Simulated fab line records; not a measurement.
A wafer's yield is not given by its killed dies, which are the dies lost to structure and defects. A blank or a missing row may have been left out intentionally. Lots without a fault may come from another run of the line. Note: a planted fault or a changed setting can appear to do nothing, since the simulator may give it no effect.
A sampling plan put to the test | flow sky130 | each of the 49 faults these records tell of, on one fab line, judged from the records of the lots it struck
The plan is the line's own looks: the steps of the route at which a gauge or an inspection reads the wafer and doesn't change it. Where struck wafers have a number at a look and the file lists that look's usual mean and standard deviation on fault-free wafers, the look can be judged. Caught: a look later than the fault's first step finds the struck wafers' mean 4 or more of those standard deviations (sigma) from the usual mean. On the tool: the same test on the tool's own readings at the fault's steps. Caught also covers a different recipe on the struck wafers, or a record left blank for those wafers only.

== THE FAULTS, as the simulator had put them in ==
1. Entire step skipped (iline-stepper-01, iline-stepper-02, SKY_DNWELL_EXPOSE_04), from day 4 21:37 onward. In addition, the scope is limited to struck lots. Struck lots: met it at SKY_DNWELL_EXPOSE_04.
2. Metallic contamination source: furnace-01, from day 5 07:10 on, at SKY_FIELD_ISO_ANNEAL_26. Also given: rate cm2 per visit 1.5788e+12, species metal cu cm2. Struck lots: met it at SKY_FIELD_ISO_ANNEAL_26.
3. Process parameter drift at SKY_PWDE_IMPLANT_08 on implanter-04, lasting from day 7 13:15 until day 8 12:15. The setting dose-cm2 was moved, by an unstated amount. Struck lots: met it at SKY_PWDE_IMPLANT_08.
4. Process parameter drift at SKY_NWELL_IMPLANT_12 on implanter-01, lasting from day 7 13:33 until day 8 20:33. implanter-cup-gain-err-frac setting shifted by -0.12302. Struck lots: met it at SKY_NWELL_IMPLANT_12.
5. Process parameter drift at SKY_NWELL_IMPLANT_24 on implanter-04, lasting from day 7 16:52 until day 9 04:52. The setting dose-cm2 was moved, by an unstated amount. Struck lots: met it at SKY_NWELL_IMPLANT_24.
6. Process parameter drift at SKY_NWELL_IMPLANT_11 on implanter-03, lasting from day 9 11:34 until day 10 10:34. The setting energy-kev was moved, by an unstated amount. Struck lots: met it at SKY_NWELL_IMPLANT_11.
7. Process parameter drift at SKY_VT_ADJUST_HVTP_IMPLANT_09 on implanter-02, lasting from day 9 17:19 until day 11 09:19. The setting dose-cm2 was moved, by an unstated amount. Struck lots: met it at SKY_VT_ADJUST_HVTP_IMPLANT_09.
8. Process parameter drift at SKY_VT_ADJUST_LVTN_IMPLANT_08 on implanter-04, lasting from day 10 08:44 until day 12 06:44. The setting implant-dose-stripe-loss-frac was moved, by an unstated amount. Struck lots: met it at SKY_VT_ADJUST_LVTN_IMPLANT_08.
9. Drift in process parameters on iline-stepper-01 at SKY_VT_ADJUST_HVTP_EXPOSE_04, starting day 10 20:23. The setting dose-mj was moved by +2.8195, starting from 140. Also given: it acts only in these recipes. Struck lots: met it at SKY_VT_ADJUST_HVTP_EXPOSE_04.
10. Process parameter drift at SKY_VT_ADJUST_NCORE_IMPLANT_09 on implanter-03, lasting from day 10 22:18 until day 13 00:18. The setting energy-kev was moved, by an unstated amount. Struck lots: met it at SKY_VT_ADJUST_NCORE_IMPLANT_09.
11. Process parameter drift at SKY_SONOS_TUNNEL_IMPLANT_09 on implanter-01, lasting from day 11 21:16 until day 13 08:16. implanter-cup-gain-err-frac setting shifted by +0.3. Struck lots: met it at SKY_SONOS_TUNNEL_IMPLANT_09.
12. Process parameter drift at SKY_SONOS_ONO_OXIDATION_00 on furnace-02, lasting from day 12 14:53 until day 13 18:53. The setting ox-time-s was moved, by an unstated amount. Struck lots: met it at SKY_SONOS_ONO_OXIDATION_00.
13. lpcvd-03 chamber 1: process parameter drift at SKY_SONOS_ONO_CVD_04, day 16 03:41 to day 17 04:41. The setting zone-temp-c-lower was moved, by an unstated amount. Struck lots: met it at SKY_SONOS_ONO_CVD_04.
14. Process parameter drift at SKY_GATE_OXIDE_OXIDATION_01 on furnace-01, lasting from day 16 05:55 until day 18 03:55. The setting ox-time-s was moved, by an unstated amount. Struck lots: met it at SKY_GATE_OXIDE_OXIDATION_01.
15. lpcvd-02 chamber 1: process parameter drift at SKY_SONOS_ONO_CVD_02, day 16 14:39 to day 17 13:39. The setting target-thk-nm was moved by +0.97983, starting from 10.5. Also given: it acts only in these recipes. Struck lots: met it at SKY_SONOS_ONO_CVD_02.
16. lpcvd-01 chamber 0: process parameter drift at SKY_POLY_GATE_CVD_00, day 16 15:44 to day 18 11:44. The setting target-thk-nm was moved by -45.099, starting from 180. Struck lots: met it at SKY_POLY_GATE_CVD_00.
17. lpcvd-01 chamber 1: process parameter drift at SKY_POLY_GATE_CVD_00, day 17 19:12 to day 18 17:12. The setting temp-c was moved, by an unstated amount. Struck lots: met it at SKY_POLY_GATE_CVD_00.
18. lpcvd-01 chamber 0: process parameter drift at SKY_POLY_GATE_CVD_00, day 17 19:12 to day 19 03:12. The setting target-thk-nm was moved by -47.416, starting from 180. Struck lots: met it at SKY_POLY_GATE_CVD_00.
19. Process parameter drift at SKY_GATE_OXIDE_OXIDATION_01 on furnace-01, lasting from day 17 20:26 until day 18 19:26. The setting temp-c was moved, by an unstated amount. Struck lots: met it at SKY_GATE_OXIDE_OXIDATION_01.
20. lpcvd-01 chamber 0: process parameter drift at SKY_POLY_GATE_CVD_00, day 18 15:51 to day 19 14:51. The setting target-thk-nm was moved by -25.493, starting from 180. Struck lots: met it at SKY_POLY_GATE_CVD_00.
21. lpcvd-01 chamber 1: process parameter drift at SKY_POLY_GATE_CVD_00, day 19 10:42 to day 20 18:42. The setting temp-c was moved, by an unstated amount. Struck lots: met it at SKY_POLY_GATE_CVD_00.
22. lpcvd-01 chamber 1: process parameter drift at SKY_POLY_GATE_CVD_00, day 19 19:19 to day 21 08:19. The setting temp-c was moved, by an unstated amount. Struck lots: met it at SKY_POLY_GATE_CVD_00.
23. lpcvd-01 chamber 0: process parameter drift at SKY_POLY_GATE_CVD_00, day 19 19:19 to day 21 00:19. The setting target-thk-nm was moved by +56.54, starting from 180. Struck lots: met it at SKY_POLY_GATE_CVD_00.
24. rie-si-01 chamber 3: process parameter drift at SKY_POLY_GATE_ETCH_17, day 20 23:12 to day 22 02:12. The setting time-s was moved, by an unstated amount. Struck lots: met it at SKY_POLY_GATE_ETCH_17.
25. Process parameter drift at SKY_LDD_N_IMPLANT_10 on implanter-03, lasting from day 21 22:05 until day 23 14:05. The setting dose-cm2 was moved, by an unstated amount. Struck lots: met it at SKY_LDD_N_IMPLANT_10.
26. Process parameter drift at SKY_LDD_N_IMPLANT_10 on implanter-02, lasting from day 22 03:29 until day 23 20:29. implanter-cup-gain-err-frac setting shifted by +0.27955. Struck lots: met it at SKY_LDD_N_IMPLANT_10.
27. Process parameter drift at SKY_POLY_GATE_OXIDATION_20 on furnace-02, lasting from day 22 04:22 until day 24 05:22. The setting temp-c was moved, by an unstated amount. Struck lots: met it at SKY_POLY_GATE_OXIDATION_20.
28. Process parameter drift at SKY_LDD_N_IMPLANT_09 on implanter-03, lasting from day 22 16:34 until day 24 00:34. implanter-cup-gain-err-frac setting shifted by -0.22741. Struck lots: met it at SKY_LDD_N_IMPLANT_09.
29. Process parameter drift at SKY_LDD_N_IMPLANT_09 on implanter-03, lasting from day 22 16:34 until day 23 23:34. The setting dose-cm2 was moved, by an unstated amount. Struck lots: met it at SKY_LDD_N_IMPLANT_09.
30. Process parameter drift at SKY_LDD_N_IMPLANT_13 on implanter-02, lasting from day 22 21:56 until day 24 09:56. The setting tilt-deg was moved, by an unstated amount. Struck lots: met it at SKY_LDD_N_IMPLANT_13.
31. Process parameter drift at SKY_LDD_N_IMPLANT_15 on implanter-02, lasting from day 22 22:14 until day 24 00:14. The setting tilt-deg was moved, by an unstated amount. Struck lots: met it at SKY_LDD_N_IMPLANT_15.
32. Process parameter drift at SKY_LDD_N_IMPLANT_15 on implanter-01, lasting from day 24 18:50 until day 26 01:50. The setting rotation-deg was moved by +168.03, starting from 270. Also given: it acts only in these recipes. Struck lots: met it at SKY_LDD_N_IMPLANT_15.
33. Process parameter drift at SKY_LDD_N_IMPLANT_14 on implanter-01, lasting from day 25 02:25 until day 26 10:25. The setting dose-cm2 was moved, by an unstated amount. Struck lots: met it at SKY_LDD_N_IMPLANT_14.
34. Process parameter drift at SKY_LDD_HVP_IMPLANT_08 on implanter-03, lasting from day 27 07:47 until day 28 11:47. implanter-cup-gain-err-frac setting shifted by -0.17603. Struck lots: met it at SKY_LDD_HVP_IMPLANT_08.
35. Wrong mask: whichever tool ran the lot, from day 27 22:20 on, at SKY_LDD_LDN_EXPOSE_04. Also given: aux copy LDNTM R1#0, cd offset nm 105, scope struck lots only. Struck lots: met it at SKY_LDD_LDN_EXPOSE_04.
36. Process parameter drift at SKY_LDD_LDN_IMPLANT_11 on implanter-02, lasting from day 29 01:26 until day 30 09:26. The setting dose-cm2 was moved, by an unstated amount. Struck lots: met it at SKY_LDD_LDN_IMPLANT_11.
37. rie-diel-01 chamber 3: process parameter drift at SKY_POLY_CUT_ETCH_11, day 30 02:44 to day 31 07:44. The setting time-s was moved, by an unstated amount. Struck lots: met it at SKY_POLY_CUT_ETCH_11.
38. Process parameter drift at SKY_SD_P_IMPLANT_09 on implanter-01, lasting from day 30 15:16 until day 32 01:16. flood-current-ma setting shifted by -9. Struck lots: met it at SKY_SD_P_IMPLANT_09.
39. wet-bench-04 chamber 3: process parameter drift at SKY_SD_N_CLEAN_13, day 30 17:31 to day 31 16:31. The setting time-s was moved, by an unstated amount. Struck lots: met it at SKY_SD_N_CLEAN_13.
40. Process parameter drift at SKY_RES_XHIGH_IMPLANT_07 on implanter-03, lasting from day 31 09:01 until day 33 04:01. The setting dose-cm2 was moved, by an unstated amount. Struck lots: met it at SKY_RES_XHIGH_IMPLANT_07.
41. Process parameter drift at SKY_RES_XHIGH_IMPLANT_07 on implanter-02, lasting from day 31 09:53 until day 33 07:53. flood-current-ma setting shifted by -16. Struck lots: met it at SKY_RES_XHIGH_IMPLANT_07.
42. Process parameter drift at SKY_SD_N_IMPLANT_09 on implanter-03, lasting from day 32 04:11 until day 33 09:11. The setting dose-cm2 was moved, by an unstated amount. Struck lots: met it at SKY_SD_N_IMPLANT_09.
43. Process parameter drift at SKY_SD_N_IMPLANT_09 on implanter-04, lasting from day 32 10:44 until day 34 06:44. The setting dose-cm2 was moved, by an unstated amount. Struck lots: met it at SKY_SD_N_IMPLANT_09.
44. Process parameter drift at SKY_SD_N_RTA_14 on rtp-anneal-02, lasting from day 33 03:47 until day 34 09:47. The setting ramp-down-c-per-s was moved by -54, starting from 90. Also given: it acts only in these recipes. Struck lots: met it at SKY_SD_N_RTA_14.
45. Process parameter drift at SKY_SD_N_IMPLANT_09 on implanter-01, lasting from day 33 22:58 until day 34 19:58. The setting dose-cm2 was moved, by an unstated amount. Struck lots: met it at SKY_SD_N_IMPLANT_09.
46. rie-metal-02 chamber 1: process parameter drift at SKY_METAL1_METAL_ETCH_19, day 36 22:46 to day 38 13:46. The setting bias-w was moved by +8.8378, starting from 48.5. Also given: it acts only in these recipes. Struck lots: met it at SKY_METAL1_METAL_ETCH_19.
47. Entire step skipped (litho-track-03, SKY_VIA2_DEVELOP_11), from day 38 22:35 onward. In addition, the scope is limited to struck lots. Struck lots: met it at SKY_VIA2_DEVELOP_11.
48. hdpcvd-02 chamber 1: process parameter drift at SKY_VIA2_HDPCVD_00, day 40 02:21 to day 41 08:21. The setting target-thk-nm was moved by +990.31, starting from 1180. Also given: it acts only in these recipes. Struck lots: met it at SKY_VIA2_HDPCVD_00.
49. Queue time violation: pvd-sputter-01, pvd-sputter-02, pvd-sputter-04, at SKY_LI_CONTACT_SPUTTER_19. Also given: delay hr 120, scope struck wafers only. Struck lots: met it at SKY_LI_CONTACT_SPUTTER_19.

== WHAT THE PLAN SAW ==
fault | on the tool itself                     | first look that catches it                      | reading, sigma                                                             | median hours from its first step to that look | hours from the fault's start to the first struck lot there | judged looks passed uncaught
1     | no reading that can be judged          | SKY_DNWELL_TW_MEAS_09                           | DNWELL_TW -99 or beyond                                                    | 9.2                                           | 12                                                         | 0
2     | under 2 sigma                          | none of the 4 looks that can be judged after it | -                                                                          | -                                             | -                                                          | 4
3     | dose-ions-cm2 -99 or beyond sigma      | SKY_PWDE_TW_MEAS_10                             | PWDE_TW -15                                                                | 0.2                                           | 3                                                          | 0
4     | beam-on-s +7.6 sigma                   | no look after it can be judged                  | -                                                                          | -                                             | -                                                          | 0
5     | dose-ions-cm2 -18 sigma                | no look after it can be judged                  | -                                                                          | -                                             | -                                                          | 0
6     | beam-energy-keV +99 or beyond sigma    | SKY_NWELL_RS_MEAS_29                            | NWELL_RS -11                                                               | 23.8                                          | 29                                                         | 0
7     | dose-ions-cm2 -99 or beyond sigma      | SKY_VT_ADJUST_HVTP_TW_MEAS_11                   | VT_ADJUST_HVTP_TW -9.8                                                     | 0.2                                           | 2                                                          | 0
8     | no reading that can be judged          | SKY_VT_ADJUST_LVTN_TW_MEAS_10                   | VT_ADJUST_LVTN_TW -6.9                                                     | 0.2                                           | 9                                                          | 0
9     | exposure-dose-mJ-cm2 +16 sigma         | none of the 2 looks that can be judged after it | strongest: cd-nm at SKY_VT_ADJUST_HVTP_CD_MEAS_07, +3.1                    | -                                             | -                                                          | 2
10    | beam-energy-keV -99 or beyond sigma    | SKY_VT_ADJUST_NCORE_TW_MEAS_11                  | VT_ADJUST_NCORE_TW -14                                                     | 0.2                                           | 17                                                         | 0
11    | faraday-current-uA +14 sigma           | SKY_SONOS_TUNNEL_TW_MEAS_12                     | SONOS_TUNNEL_TW -7.4                                                       | 0.4                                           | 4                                                          | 0
12    | under 2 sigma                          | SKY_SONOS_ONO_THK_MEAS_01                       | SONOS_ONO_OXIDATION_THK +6.4                                               | 1.4                                           | 13                                                         | 0
13    | zone-power-lower-pct +31 sigma         | SKY_SONOS_ONO_THK_MEAS_05                       | SONOS_ONO_CVD_04_THK +9.2                                                  | 1.3                                           | 6                                                          | 0
14    | under 2 sigma                          | SKY_GATE_OXIDE_THK_MEAS_02                      | GATE_OXIDE_OXIDATION_00_THK -23                                            | 1.4                                           | 6                                                          | 0
15    | no reading that can be judged          | SKY_SONOS_ONO_THK_MEAS_03                       | SONOS_ONO_CVD_02_THK +8.1                                                  | 1.1                                           | 7                                                          | 0
16    | under 2 sigma                          | SKY_POLY_GATE_THK_MEAS_01                       | POLY_GATE_CVD_00_THK -34                                                   | 1.2                                           | 24                                                         | 0
17    | susceptor-temp-C -35 sigma             | SKY_POLY_GATE_THK_MEAS_01                       | POLY_GATE_CVD_00_THK -28                                                   | 1.2                                           | 6                                                          | 0
18    | under 2 sigma                          | SKY_POLY_GATE_THK_MEAS_01                       | POLY_GATE_CVD_00_THK -36                                                   | 1.2                                           | 27                                                         | 0
19    | tube-center-temp-C -64 sigma           | none of the 2 looks that can be judged after it | strongest: GATE_OXIDE_OXIDATION_00_THK at SKY_GATE_OXIDE_THK_MEAS_02, -3.0 | -                                             | -                                                          | 2
20    | under 2 sigma                          | SKY_POLY_GATE_THK_MEAS_01                       | POLY_GATE_CVD_00_THK -19                                                   | 1.2                                           | 6                                                          | 0
21    | susceptor-temp-C -24 sigma             | SKY_POLY_GATE_THK_MEAS_01                       | POLY_GATE_CVD_00_THK -20                                                   | 1.5                                           | 22                                                         | 0
22    | susceptor-temp-C -31 sigma             | SKY_POLY_GATE_THK_MEAS_01                       | POLY_GATE_CVD_00_THK -27                                                   | 1.8                                           | 14                                                         | 0
23    | under 2 sigma                          | SKY_POLY_GATE_THK_MEAS_01                       | POLY_GATE_CVD_00_THK +41                                                   | 1.2                                           | 4                                                          | 0
24    | run-length-s -26 sigma                 | not the one look that can be judged after it    | -                                                                          | -                                             | -                                                          | 1
25    | dose-ions-cm2 +92 sigma                | no look after it can be judged                  | -                                                                          | -                                             | -                                                          | 0
26    | faraday-current-uA +11 sigma           | none of the 2 looks that can be judged after it | -                                                                          | -                                             | -                                                          | 2
27    | tube-center-temp-C +99 or beyond sigma | SKY_POLY_GATE_THK_MEAS_21                       | POLY_GATE_OXIDATION_THK +6.4                                               | 1.3                                           | 7                                                          | 0
28    | beam-on-s +10 sigma                    | not the one look that can be judged after it    | -                                                                          | -                                             | -                                                          | 1
29    | dose-ions-cm2 -86 sigma                | no look after it can be judged                  | -                                                                          | -                                             | -                                                          | 0
30    | tilt-deg -99 or beyond sigma           | no look after it can be judged                  | -                                                                          | -                                             | -                                                          | 0
31    | tilt-deg -99 or beyond sigma           | no look after it can be judged                  | -                                                                          | -                                             | -                                                          | 0
32    | rotation-deg +99 or beyond sigma       | no look after it can be judged                  | -                                                                          | -                                             | -                                                          | 0
33    | dose-ions-cm2 -99 or beyond sigma      | no look after it can be judged                  | -                                                                          | -                                             | -                                                          | 0
34    | beam-on-s +11 sigma                    | SKY_LDD_HVP_TW_MEAS_10                          | LDD_HVP_TW +8.4                                                            | 0.2                                           | 5                                                          | 0
35    | no reading that can be judged          | not the one look that can be judged after it    | -                                                                          | -                                             | -                                                          | 1
36    | dose-ions-cm2 +99 or beyond sigma      | SKY_LDD_LDN_TW_MEAS_13                          | LDD_LDN_TW +6.4                                                            | 0.2                                           | 4                                                          | 0
37    | run-length-s +33 sigma                 | no look after it can be judged                  | -                                                                          | -                                             | -                                                          | 0
38    | under 2 sigma                          | none of the 6 looks that can be judged after it | -                                                                          | -                                             | -                                                          | 6
39    | run-length-s -27 sigma                 | no look after it can be judged                  | -                                                                          | -                                             | -                                                          | 0
40    | dose-ions-cm2 +70 sigma                | SKY_SD_N_RS_MEAS_18                             | RES_XHIGH_RS -20                                                           | 28.5                                          | 33                                                         | 1
41    | no reading that can be judged          | none of the 9 looks that can be judged after it | -                                                                          | -                                             | -                                                          | 9
42    | dose-ions-cm2 +99 or beyond sigma      | SKY_SD_N_RS_MEAS_16                             | SD_N_RS -22                                                                | 0.7                                           | 5                                                          | 0
43    | dose-ions-cm2 -99 or beyond sigma      | SKY_SD_N_TW_MEAS_12                             | SD_N_TW -8.6                                                               | 0.4                                           | 27                                                         | 0
44    | ramp-down-c-per-s -99 or beyond sigma  | no look after it can be judged                  | -                                                                          | -                                             | -                                                          | 0
45    | dose-ions-cm2 -99 or beyond sigma      | SKY_SD_N_RS_MEAS_16                             | SD_N_RS +61                                                                | 0.7                                           | 2                                                          | 1
46    | bias-w +71 sigma                       | no look after it can be judged                  | -                                                                          | -                                             | -                                                          | 0
47    | no reading that can be judged          | no look after it can be judged                  | -                                                                          | -                                             | -                                                          | 0
48    | no reading that can be judged          | SKY_VIA2_THK_MEAS_01                            | VIA2_HDPCVD_THK +90                                                        | 0.1                                           | 9                                                          | 0
49    | under 2 sigma                          | no look after it can be judged                  | -                                                                          | -                                             | -                                                          | 0
A dash: this means the fault isn't caught or the number doesn't appear in these records.

Caught at a look: 26 of 49. Caught on the tool: 33 of 49. By one or the other: 43 of 49.
Faults 4, 5, 9, 19, 24, 25, 26, 28, 29, 30, 31, 32, 33, 37, 39, 44, 46 were caught on the tool alone.
Caught at a look alone: faults 1, 8, 12, 14, 15, 16, 18, 20, 23, 48.
Caught by neither: faults 2, 35, 38, 41, 47, 49.

== THINNER SAMPLING ==
If the look that catches a fault measured only every second or every third lot, by lot number, the first struck lot would be measured this late in the worst case:
fault | struck lots at that look, in order of time | every lot | every second lot | every third lot
1     | L461, L462, L463                           | 12 h      | 19 h             | 25 h
3     | L109, L110                                 | 3 h       | 9 h              | may miss all 2
6     | L680, L681                                 | 29 h      | 37 h             | may miss all 2
7     | L800, L801, L803                           | 2 h       | 11 h             | may miss all 3
8     | L732, L735                                 | 9 h       | 33 h             | may miss all 2
10    | L894, L895                                 | 17 h      | 25 h             | may miss all 2
11    | L921, L922                                 | 4 h       | 19 h             | may miss all 2
12    | L323, L324, L325                           | 13 h      | 18 h             | 21 h
13    | L177, L178                                 | 6 h       | 7 h              | may miss all 2
14    | L341, L342, L343                           | 6 h       | 20 h             | 30 h
15    | L978                                       | 7 h       | may miss it      | may miss it
16    | L140, L141                                 | 24 h      | 24 h             | may miss all 2
17    | L307, L308                                 | 6 h       | 17 h             | may miss all 2
18    | L201                                       | 27 h      | may miss it      | may miss it
20    | L349, L351, L350                           | 6 h       | 14 h             | 14 h
21    | L434, L435                                 | 22 h      | 25 h             | may miss all 2
22    | L956                                       | 14 h      | may miss it      | may miss it
23    | L603                                       | 4 h       | may miss it      | may miss it
27    | L532, L534                                 | 7 h       | may miss all 2   | may miss all 2
34    | L339, L340, L341                           | 5 h       | 10 h             | 18 h
36    | L423, L426                                 | 4 h       | 24 h             | may miss all 2
40    | L829, L830                                 | 33 h      | 53 h             | may miss all 2
42    | L432, L433                                 | 5 h       | 14 h             | may miss all 2
43    | L956, L959                                 | 27 h      | 29 h             | may miss all 2
45    | L486, L487                                 | 2 h       | 15 h             | may miss all 2
48    | L818, L821, L820, L822                     | 9 h       | 10 h             | 16 h
Hours count from the start of the fault until the first struck lot that is measured. Since the struck wafers were tested as one group against 4 sigma, a single lot by itself may lie under the limit. Other struck lots may not be in these records.

== THE LONGEST TIMED WAY FROM STEP TO LOOK ==
For fault 40, SKY_RES_XHIGH_IMPLANT_07 and SKY_SD_N_RS_MEAS_18 are separated by a median of 28.5 hours. The look between them that can be judged stayed within 4 sigma: SKY_RES_XHIGH_TW_MEAS_09.
